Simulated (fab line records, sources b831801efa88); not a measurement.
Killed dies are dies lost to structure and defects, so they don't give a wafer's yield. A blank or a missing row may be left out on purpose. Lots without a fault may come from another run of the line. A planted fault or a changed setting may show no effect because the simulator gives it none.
Which tool did it? | flow sfq_line | 14 lots, 42 wafers sampled, at 1 step of a route of 325

WHAT THE GAUGES READ, wafer by wafer
The record holds no reading of a measuring or inspecting step that can be judged against a usual standard deviation.

WHICH TOOL RAN EACH LOT (tool, then ch and the chambers of the sampled wafers, then the start)
lot  | SFQ_TRILAYER_I2_DEP_PECVD_063
L114 | pecvd-01 ch 0,1,2, day 21 05:02
L115 | pecvd-02 ch 0,1,2, day 21 09:49
L117 | pecvd-02 ch 1,2, day 22 07:15
L120 | pecvd-01 ch 0,2, day 23 18:04
L121 | pecvd-01 ch 1,2, day 24 02:25
L122 | pecvd-02 ch 1,2, day 24 14:25
L123 | pecvd-03 ch 1,2, day 24 16:49
L126 | pecvd-01 ch 0,1,2, day 25 19:38
L127 | pecvd-02 ch 1,2, day 26 00:37
L128 | pecvd-02 ch 0,1,2, day 26 05:09
L130 | pecvd-02 ch 0,2, day 27 03:05
L132 | pecvd-01 ch 1,2, day 27 22:47
L133 | pecvd-03 ch 1,2, day 34 02:46
L134 | pecvd-02 ch 0,1, day 34 12:13
- SFQ_TRILAYER_I2_DEP_PECVD_063: deposits SiO2 from SiH4/N2O, time 111.11 s, target thk 500 nm.

WHAT THE TOOLS THEMSELVES READ (means of the sampled wafers that have a number; where no wafer has one, the mark that the record gives instead)
SFQ_TRILAYER_I2_DEP_PECVD_063. Usual: heater_power_outer_w 29 W, standard deviation 5.3; heater_power_w 79 W, standard deviation 8; rf_fwd_power_W 182.3 W, standard deviation 0.59; showerhead_vpp_V 796 V, standard deviation 25; throttle_valve_pct 24.5 %, standard deviation 1.4.
lot  | tool     | heater_power_outer_w (W) | heater_power_w (W) | rf_fwd_power_W (W) | showerhead_vpp_V (V) | throttle_valve_pct (%) | flag
L114 | pecvd-01 | 24                       | 69                 | 182.2              | 812                  | 26.0                   |
L115 | pecvd-02 | 27                       | 78                 | 182.3              | 783                  | 23.1                   |
L117 | pecvd-02 | 35                       | 86                 | 181.8              | 791                  | 22.5                   |
L120 | pecvd-01 | 32                       | 77                 | 182.1              | 812                  | 25.6                   |
L121 | pecvd-01 | 33                       | 83                 | 181.9              | 811                  | 26.1                   |
L122 | pecvd-02 | 28                       | 80                 | 182.1              | 797                  | 22.8                   |
L123 | pecvd-03 | 32                       | 82                 | 182.2              | 802                  | 26.0                   |
L126 | pecvd-01 | 30                       | 76                 | 182.8              | 809                  | 23.4                   |
L127 | pecvd-02 | 29                       | 81                 | 181.9              | 807                  | 22.7                   |
L128 | pecvd-02 | 26                       | 78                 | 211.2              | 843                  | 23.6                   | OFF
L130 | pecvd-02 | 22                       | 74                 | 211.9              | 819                  | 24.4                   | OFF
L132 | pecvd-01 | 31                       | 78                 | 182.9              | 794                  | 23.8                   |
L133 | pecvd-03 | 28                       | 78                 | 182.3              | 804                  | 25.9                   |
L134 | pecvd-02 | 33                       | 87                 | 182.5              | 771                  | 24.9                   |

THE ANSWER, worked out from the rows above alone
Rule: a lot is off if the mean of its wafers that have a number lies more than 3 standard deviations from the usual mean. A lot without any number at a reading at which 4 lots or more have one is off too. The other lots that the step has rows for count as sound. The gauges are gone through in route order, then the tools' own readings, and for those a lot's mean is taken as printed above. The first step at which some lot is off is used, and at that step the reading that is off furthest; a lot without a number counts as furthest.
Off: L128, L130, at SFQ_TRILAYER_I2_DEP_PECVD_063 (rf_fwd_power_W).
A tool fits if, at that step or a process step before it, it ran every lot that is off, and no sound lot after the first of them. None of those tried fits.

WHAT THE SIMULATOR HAD PUT IN
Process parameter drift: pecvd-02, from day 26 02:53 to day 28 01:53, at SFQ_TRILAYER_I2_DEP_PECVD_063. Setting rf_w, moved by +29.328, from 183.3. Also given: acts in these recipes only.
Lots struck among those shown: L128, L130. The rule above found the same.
